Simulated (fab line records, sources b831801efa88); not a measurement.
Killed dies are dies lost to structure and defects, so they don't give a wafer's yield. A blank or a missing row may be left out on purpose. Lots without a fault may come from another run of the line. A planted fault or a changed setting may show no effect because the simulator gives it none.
Chamber matching | flow gf180mcu | GF_STI_CVD_23 on hdpcvd-01: 3 sister chambers
The step deposits SiO2, target thk 650 nm, time 108.3 s. 6 wafers are shown with their chamber, then 8 later ones without.

WAFERS WITH THEIR CHAMBER
wafer  | chamber | sih4_flow_sccm (sccm)
L750.1 | 0       | 59.87
L750.2 | 2       | 59.71
L754.2 | 1       | 59.80
L754.4 | 0       | 60.37
L754.5 | 2       | 59.96
L755.1 | 1       | 59.73

WAFERS WITHOUT THEIR CHAMBER
wafer  | sih4_flow_sccm (sccm)
L755.3 | 60.15
L755.6 | 60.08
L757.2 | 59.86
L757.4 | 60.00
L757.6 | 59.98
L758.1 | 59.75
L758.2 | 59.97
L758.5 | 59.84

WHICH CHAMBER EACH WENT THROUGH
wafer  | from the rows above          | in truth
L755.3 | can't be placed: 0 or 2 or 1 | 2
L755.6 | can't be placed: 0 or 2 or 1 | 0
L757.2 | can't be placed: 2 or 1 or 0 | 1
L757.4 | can't be placed: 0 or 2 or 1 | 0
L757.6 | can't be placed: 0 or 2 or 1 | 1
L758.1 | can't be placed: 1 or 2 or 0 | 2
L758.2 | can't be placed: 2 or 0 or 1 | 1
L758.5 | can't be placed: 2 or 1 or 0 | 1
Placed correctly: 0 of 8. Can't be placed from these rows: 8 (the true chamber is among the candidates in 8). Placed wrongly: 0.
How it was worked out, from the rows above alone: a wafer's distance from a chamber is the root of the sum, over the readings, of the square of ((its reading less the chamber's mean) divided by the reading's scatter). The wafer belongs to the nearest chamber; if the next one is less than 2 further off, it can't be placed. A chamber's mean is the mean of its shown wafers. The scatter: the root of (the sum of the squares of (reading less its chamber's mean) over the shown wafers, divided by (wafers less chambers)).
